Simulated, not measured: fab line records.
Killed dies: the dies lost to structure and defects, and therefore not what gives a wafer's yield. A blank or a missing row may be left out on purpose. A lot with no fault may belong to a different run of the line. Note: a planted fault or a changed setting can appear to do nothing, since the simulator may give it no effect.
Split-lot trial -- flow sfqLine -- on a route of 325 steps: 5 lots, 14 wafers read

## THE SPLIT
At SFQ_TRILAYER_M6_LITHO_COAT_159 (resist thk 600 nm), the setting resistThkNm was moved away from the recipe's 600 nm on 6 of the 14 wafers read, by -4.4% to +5.7%. For the rest of the wafers, this setting stayed at what the recipe calls for.

## FROM THE SPLIT TO THE READING: what the file shows between them, 3 steps
- SFQ_TRILAYER_M6_LITHO_PEB_162: peb time 60 s (also split here: pebTempC)
- SFQ_TRILAYER_M6_LITHO_DEVELOP_161: time 60 s
- SFQ_TRILAYER_M6_BARC_OPEN_METAL_ETCH_206: etches BARC in O2, target depth 125 nm, time 41.7 s

## THE READING
KrF_of_TRILAYER_M6_LITHO_COAT_159.thkNm (the simulator's own value, which no gauge read), in nm, at SFQ_TRILAYER_M6_ETCH_METAL_ETCH_162 (etches Nb in Cl2/Ar, stops on SiO2, target depth 240 nm, time 120 s). The file gives no usual value for it. The 8 wafers here that ran the recipe average 381.4 nm, standard deviation 4 nm.

wafer,"tool, chamber at the split","resistThkNm as run, nm",against the recipe,"KrF_of_TRILAYER_M6_LITHO_COAT_159.thkNm, nm",against lot-mates on the recipe
L078.3,"lithoTrack-03, 0",600,recipe,375.6,-
L078.6,"lithoTrack-03, 0",583.5,-2.7%,357.1,-18.5
L079.1,"lithoTrack-03, 0",600,recipe,376.3,-
L079.2,"lithoTrack-03, 0",600,recipe,384.5,-
L079.3,"lithoTrack-03, 0",600,recipe,380.6,-
L081.4,"lithoTrack-02, 0",609,+1.5%,395.3,+9.5
L081.6,"lithoTrack-02, 0",600,recipe,385.8,-
L083.1,"lithoTrack-01, 0",634,+5.7%,410.2,+26.3
L083.3,"lithoTrack-01, 0",634,+5.7%,409,+25.1
L083.4,"lithoTrack-01, 0",634,+5.7%,423.1,+39.2
L083.5,"lithoTrack-01, 0",600,recipe,387.5,-
L083.6,"lithoTrack-01, 0",600,recipe,380.3,-
L084.1,"lithoTrack-01, 0",600,recipe,380.4,-
L084.6,"lithoTrack-01, 0",573.8,-4.4%,353.7,-26.7

FIT RESULTS
A straight line over all 14 wafers: KrF_of_TRILAYER_M6_LITHO_COAT_159.thkNm changes by +6.17 nm for each +1% of resistThkNm; r = +0.96; the points scatter about the line by 5.3 nm.
The same after taking each lot's own level away (the mean of its wafers on the recipe; 14 wafers): +5.61 nm for each +1%; r = +0.97; scatter 4.1 nm.
According to that fit, moving resistThkNm by its largest amount changes the reading by 32 nm.
The span of the lots' own levels, 375.60 to 385.80 nm, comes to 2.5 times the standard deviation stated above.
Thus the slope moves with the lot-to-lot level: the two fits are different.
Check: with one of the wafers moved furthest among these (+5.7%) left out of the fit, the line predicts +33 nm for it against its lot-mates. Against them it came out at +26.3 nm.

## THE OTHER SPLITS THESE WAFERS WENT THROUGH
Other splits were also applied to these wafers ahead of the reading. Each is held against what the fit with the lots' levels taken away leaves over:
other split on the same wafers,wafers away from the commonest value,r with KrF_of_TRILAYER_M6_LITHO_COAT_159.thkNm (lot level and that fit taken away)
SFQ_TRILAYER_C5_LITHO_PEB_154 pebTempC,3,+0.01
SFQ_TRILAYER_M6_DEP_SPUTTER_157 timeS,3,+0.31
SFQ_TRILAYER_M6_LITHO_PEB_162 pebTempC,4,-0.08

## THE WHOLE CHAIN: every reading that the file lists as answering this split, in the file's order
step,what it does,reading,change (the file's fit),r (the file's)
SFQ_TRILAYER_M6_LITHO_COAT_159,resist thk 600 nm,"KrF_of_TRILAYER_M6_LITHO_COAT_159.thkNm (the simulator's own value, which no gauge read)",+5.78 nm for each +1% of the setting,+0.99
SFQ_TRILAYER_M6_ETCH_METAL_ETCH_162,"etches Nb in Cl2/Ar, stops on SiO2, target depth 240 nm, time 120 s","KrF_of_TRILAYER_M6_LITHO_COAT_159.thkNm (the simulator's own value, which no gauge read)",+5.59 nm for each +1% of the setting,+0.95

## THE FILE'S OWN FIT
KrF_of_TRILAYER_M6_LITHO_COAT_159.thkNm changes by +5.59 nm for each +1% of resistThkNm, r = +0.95.
